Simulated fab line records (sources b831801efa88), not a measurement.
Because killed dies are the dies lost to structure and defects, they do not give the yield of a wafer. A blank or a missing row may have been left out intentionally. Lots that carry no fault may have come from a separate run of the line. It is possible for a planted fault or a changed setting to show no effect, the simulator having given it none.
A sampling plan put to the test + flow sky130 + 14 faults told of in these records, all on one fab line, each judged by the records of the lots it struck
The plan consists of the line's own looks: route steps at which the wafer is read by a gauge or an inspection but not changed. A look is open to judgement when struck wafers have a number at it and the file gives its usual mean and standard deviation on fault-free wafers. Caught: the struck wafers' mean, at a look after the fault's first step, is 4 or more of those standard deviations (sigma) away from the usual mean. On the tool: the fault's steps, tested the same way using the tool's own readings. Also counted as caught: the struck wafers showing another recipe, or a record that is empty for them alone.

THE FAULTS, as the simulator had put them in
1. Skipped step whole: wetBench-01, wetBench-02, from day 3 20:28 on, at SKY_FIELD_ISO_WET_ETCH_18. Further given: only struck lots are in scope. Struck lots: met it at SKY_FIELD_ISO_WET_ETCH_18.
2. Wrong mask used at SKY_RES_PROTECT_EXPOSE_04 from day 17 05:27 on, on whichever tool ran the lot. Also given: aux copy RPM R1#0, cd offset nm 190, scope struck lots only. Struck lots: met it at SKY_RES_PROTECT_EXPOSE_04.
3. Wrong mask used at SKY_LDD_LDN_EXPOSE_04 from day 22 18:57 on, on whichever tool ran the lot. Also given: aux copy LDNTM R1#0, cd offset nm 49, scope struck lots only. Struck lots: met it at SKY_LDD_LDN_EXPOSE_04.
4. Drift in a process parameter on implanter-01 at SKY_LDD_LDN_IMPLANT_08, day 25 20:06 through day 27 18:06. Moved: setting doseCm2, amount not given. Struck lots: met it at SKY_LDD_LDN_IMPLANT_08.
5. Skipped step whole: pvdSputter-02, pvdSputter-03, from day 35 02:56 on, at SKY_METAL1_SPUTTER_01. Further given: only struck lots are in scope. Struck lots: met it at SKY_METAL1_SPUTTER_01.
6. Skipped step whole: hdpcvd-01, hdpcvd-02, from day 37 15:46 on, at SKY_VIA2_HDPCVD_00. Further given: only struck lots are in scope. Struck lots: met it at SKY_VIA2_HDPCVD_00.
7. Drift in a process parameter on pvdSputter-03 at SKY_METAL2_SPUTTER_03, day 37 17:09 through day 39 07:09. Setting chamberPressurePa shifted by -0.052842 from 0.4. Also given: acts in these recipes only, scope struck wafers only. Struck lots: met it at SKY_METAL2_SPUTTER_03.
8. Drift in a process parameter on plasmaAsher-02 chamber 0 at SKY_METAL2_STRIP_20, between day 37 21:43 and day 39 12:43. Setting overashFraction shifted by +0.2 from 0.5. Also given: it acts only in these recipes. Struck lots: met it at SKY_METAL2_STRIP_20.
9. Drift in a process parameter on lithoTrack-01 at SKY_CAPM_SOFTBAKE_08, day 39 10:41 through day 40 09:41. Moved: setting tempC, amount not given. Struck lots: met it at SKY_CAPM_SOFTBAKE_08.
10. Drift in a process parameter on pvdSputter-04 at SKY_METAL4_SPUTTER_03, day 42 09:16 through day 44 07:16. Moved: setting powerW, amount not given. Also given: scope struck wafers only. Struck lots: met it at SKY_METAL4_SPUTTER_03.
11. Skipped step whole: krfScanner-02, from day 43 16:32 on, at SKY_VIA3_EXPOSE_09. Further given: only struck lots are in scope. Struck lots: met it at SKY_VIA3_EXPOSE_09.
12. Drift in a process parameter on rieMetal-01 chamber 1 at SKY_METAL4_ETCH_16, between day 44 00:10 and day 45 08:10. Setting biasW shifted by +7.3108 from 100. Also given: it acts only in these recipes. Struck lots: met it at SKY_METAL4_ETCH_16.
13. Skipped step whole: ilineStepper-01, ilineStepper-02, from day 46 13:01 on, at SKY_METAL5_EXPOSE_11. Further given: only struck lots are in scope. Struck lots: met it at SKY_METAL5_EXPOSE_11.
14. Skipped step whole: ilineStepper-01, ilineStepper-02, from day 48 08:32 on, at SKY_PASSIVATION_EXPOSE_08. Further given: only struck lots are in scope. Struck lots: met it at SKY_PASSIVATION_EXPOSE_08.

WHAT THE PLAN SAW
| fault | on the tool itself                               | first look that catches it                   | reading, sigma | median hours from its first step to that look | hours from the fault's start to the first struck lot there | judged looks passed uncaught |
|-------|--------------------------------------------------|----------------------------------------------|----------------|-----------------------------------------------|------------------------------------------------------------|------------------------------|
| 1     | the tool's record is blank for the struck wafers | no look after it can be judged               | -              | -                                             | -                                                          | 0                            |
| 2     | under 2 sigma                                    | no look after it can be judged               | -              | -                                             | -                                                          | 0                            |
| 3     | under 2 sigma                                    | no look after it can be judged               | -              | -                                             | -                                                          | 0                            |
| 4     | doseIonsCm2 -49 sigma                            | not the one look that can be judged after it | -              | -                                             | -                                                          | 1                            |
| 5     | the tool's record is blank for the struck wafers | no look after it can be judged               | -              | -                                             | -                                                          | 0                            |
| 6     | the tool's record is blank for the struck wafers | no look after it can be judged               | -              | -                                             | -                                                          | 0                            |
| 7     | chamberPressurePa -66 sigma                      | no look after it can be judged               | -              | -                                             | -                                                          | 0                            |
| 8     | under 2 sigma                                    | no look after it can be judged               | -              | -                                             | -                                                          | 0                            |
| 9     | heaterPowerTotalW +13 sigma                      | no look after it can be judged               | -              | -                                             | -                                                          | 0                            |
| 10    | cathodeDcPowerW +99 or beyond sigma              | no look after it can be judged               | -              | -                                             | -                                                          | 0                            |
| 11    | no reading that can be judged                    | no look after it can be judged               | -              | -                                             | -                                                          | 0                            |
| 12    | biasW +26 sigma                                  | no look after it can be judged               | -              | -                                             | -                                                          | 0                            |
| 13    | no reading that can be judged                    | no look after it can be judged               | -              | -                                             | -                                                          | 0                            |
| 14    | no reading that can be judged                    | no look after it can be judged               | -              | -                                             | -                                                          | 0                            |
A dash: this means the fault isn't caught or the number doesn't appear in these records.

Caught at a look: 0 of 14. Caught on the tool: 8 of 14. By one or the other: 8 of 14.
On the tool alone, faults 1, 4, 5, 6, 7, 9, 10, 12 were caught.
Caught by neither: faults 2, 3, 8, 11, 13, 14.
